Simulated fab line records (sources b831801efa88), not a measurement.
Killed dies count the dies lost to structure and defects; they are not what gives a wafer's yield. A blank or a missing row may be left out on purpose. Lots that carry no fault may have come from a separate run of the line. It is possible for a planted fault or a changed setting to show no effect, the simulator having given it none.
What tool caused it? | flow sky130 | 12 lots with 36 wafers sampled at 5 steps, on a route of 708 steps

== WHAT EACH GAUGE READ, for each wafer ==
SKY_LOCAL_INTERCONNECT_RS_MEAS_01: measures by four-point-probe. Usual: LOCAL_INTERCONNECT_TIN_RS typically reads 14.08 ohm/sq, with standard deviation 0.14.
lot  | measured     | on            | LOCAL_INTERCONNECT_TIN_RS (ohm/sq) | flag
L566 | day 29 06:23 | film_metro-03 | 14.02 14.05 14.08                  |
L567 | day 29 19:38 | film_metro-03 | 14.08 14.07 14.17                  |
L572 | day 31 04:51 | film_metro-02 | 14.08 14.20 14.25                  |
L575 | day 32 19:07 | film_metro-02 | 14.15 14.02 14.19                  |
L578 | day 33 20:10 | film_metro-03 | 14.27 14.16 14.02                  |
L580 | day 34 08:21 | film_metro-02 | 14.03 13.92 14.11                  |
L581 | day 34 16:25 | film_metro-03 | 14.08 14.08 14.23                  |
L583 | day 35 08:38 | film_metro-02 | 14.22 14.34 14.29                  |
L586 | day 35 21:20 | film_metro-01 | 13.80 13.81 13.89                  |
L587 | day 36 03:24 | film_metro-02 | 14.01 13.79 13.87                  |
L588 | day 36 13:41 | film_metro-03 | 14.06 14.02 14.26                  |
L589 | day 36 14:38 | film_metro-02 | 14.11 14.31 14.22                  |

SKY_CONTACT_THK_MEAS_01. Usual: CONTACT_CVD_00_THK typically reads 74.9 nm, with standard deviation 0.92.
lot  | measured     | on            | CONTACT_CVD_00_THK (nm) | flag
L566 | day 30 10:53 | film_metro-01 | 75.0 75.1 74.9          |
L567 | day 31 00:03 | film_metro-03 | 74.6 75.0 75.5          |
L572 | day 32 09:26 | film_metro-04 | 73.6 75.0 74.5          |
L575 | day 33 22:41 | film_metro-04 | 74.9 57.7 74.6          | OFF
L578 | day 34 22:56 | film_metro-03 | 73.6 57.2 74.1          | OFF
L580 | day 35 11:38 | film_metro-01 | 74.3 73.7 76.3          |
L581 | day 35 19:40 | film_metro-04 | 74.0 73.8 75.0          |
L583 | day 36 11:37 | film_metro-01 | 73.6 73.3 74.7          |
L586 | day 37 00:24 | film_metro-03 | 73.9 75.4 75.3          |
L587 | day 37 06:23 | film_metro-03 | 73.5 74.9 75.5          |
L588 | day 37 17:19 | film_metro-01 | 73.8 74.1 75.4          |
L589 | day 37 17:43 | film_metro-01 | 75.9 74.0 75.7          |

SKY_CONTACT_CD_MEAS_14: the cd target is 170 nm. Usual: cd_nm reads 170.0 nm (standard deviation 1.9).
lot  | measured     | on        | cd_nm (nm)        | flag
L566 | day 31 14:58 | cd_sem-02 | 170.7 170.5 171.0 |
L567 | day 32 04:46 | cd_sem-02 | 169.4 171.8 170.3 |
L572 | day 33 13:08 | cd_sem-02 | 169.5 170.3 170.4 |
L575 | day 35 01:14 | cd_sem-02 | 170.3 170.8 169.9 |
L578 | day 36 01:18 | cd_sem-01 | 167.3 168.0 167.3 |
L580 | day 36 14:08 | cd_sem-01 | 168.5 167.4 168.1 |
L581 | day 36 22:11 | cd_sem-01 | 169.5 168.9 168.5 |
L583 | day 37 14:17 | cd_sem-01 | 167.1 168.0 168.2 |
L586 | day 38 02:53 | cd_sem-01 | 173.5 173.5 172.3 |
L587 | day 38 08:53 | cd_sem-01 | 170.3 169.6 169.3 |
L588 | day 38 18:48 | cd_sem-01 | 170.9 168.8 169.4 |
L589 | day 38 20:14 | cd_sem-01 | 173.1 172.3 172.1 |

== EACH LOT AND THE TOOL THAT RAN IT (in order: tool; ch and the chambers of the sampled wafers; start) ==
lot  | SKY_LOCAL_INTERCONNECT_SPUTTER_00 | SKY_CONTACT_CVD_00
L566 | pvd_sputter-02, day 29 06:18      | pecvd-01 ch 1,2, day 30 10:51
L567 | pvd_sputter-02, day 29 19:33      | pecvd-02 ch 0,1,2, day 31 00:00
L572 | pvd_sputter-02, day 31 04:47      | pecvd-02 ch 0,1,2, day 32 09:24
L575 | pvd_sputter-03, day 32 18:59      | pecvd-02 ch 0,1,2, day 33 22:38
L578 | pvd_sputter-03, day 33 20:05      | pecvd-02 ch 0,2, day 34 22:54
L580 | pvd_sputter-03, day 34 08:17      | pecvd-01 ch 0,2, day 35 11:36
L581 | pvd_sputter-03, day 34 16:22      | pecvd-04 ch 0,1, day 35 19:38
L583 | pvd_sputter-01, day 35 08:34      | pecvd-04 ch 0,2, day 36 11:35
L586 | pvd_sputter-01, day 35 21:17      | pecvd-01 ch 0,2, day 37 00:22
L587 | pvd_sputter-01, day 36 03:18      | pecvd-02 ch 1,2, day 37 06:20
L588 | pvd_sputter-01, day 36 13:36      | pecvd-01 ch 0,1,2, day 37 17:17
L589 | pvd_sputter-02, day 36 14:34      | pecvd-02 ch 0,2, day 37 17:41
- SKY_LOCAL_INTERCONNECT_SPUTTER_00: material TiN, target thk 100 nm, time 83.3 s.
- SKY_CONTACT_CVD_00: deposits Si3N4, target thk 75 nm.

== AS READ BY THE TOOLS THEMSELVES (means over the sampled wafers that have a number; for cases with no such wafer, the mark the record gives instead) ==
SKY_LOCAL_INTERCONNECT_SPUTTER_00. Usual: throttle_valve_pct reads 29.6 % (standard deviation 0.54).
lot  | tool           | throttle_valve_pct (%) | flag
L566 | pvd_sputter-02 | 29.0                   |
L567 | pvd_sputter-02 | 29.0                   |
L572 | pvd_sputter-02 | 29.0                   |
L575 | pvd_sputter-03 | 29.1                   |
L578 | pvd_sputter-03 | 29.0                   |
L580 | pvd_sputter-03 | 29.3                   |
L581 | pvd_sputter-03 | 29.0                   |
L583 | pvd_sputter-01 | 29.5                   |
L586 | pvd_sputter-01 | 30.0                   |
L587 | pvd_sputter-01 | 29.8                   |
L588 | pvd_sputter-01 | 29.9                   |
L589 | pvd_sputter-02 | 29.2                   |

SKY_CONTACT_CVD_00. Usual: heater_power_w reads 779 W (standard deviation 160).
lot  | tool     | heater_power_w (W) | flag
L566 | pecvd-01 | 662                |
L567 | pecvd-02 | 853                |
L572 | pecvd-02 | 874                |
L575 | pecvd-02 | 768                |
L578 | pecvd-02 | 911                |
L580 | pecvd-01 | 832                |
L581 | pecvd-04 | 545                |
L583 | pecvd-04 | 717                |
L586 | pecvd-01 | 795                |
L587 | pecvd-02 | 826                |
L588 | pecvd-01 | 742                |
L589 | pecvd-02 | 909                |

== THE ANSWER, worked out from the rows above alone ==
Rule: a lot is off if the mean of its wafers that have a number lies more than 3 standard deviations from the usual mean. A lot without any number at a reading at which 4 lots or more have one is off too. Any other lot the step has rows for is counted as sound. Order of review: gauges by route order, followed by the tools' own readings, for which a lot's mean as printed above is used. The first step at which some lot is off is used, and at that step the reading that is off furthest; a lot without a number counts as furthest.
Off: L575, L578, seen at SKY_CONTACT_THK_MEAS_01 (CONTACT_CVD_00_THK).
A tool fits if, at a process step before that reading, it ran every lot that is off, and no sound lot after the first of them. Gauges at SKY_CONTACT_THK_MEAS_01: tried the same way as those tools. None of those tried fits.

== WHAT WAS PUT IN BY THE SIMULATOR ==
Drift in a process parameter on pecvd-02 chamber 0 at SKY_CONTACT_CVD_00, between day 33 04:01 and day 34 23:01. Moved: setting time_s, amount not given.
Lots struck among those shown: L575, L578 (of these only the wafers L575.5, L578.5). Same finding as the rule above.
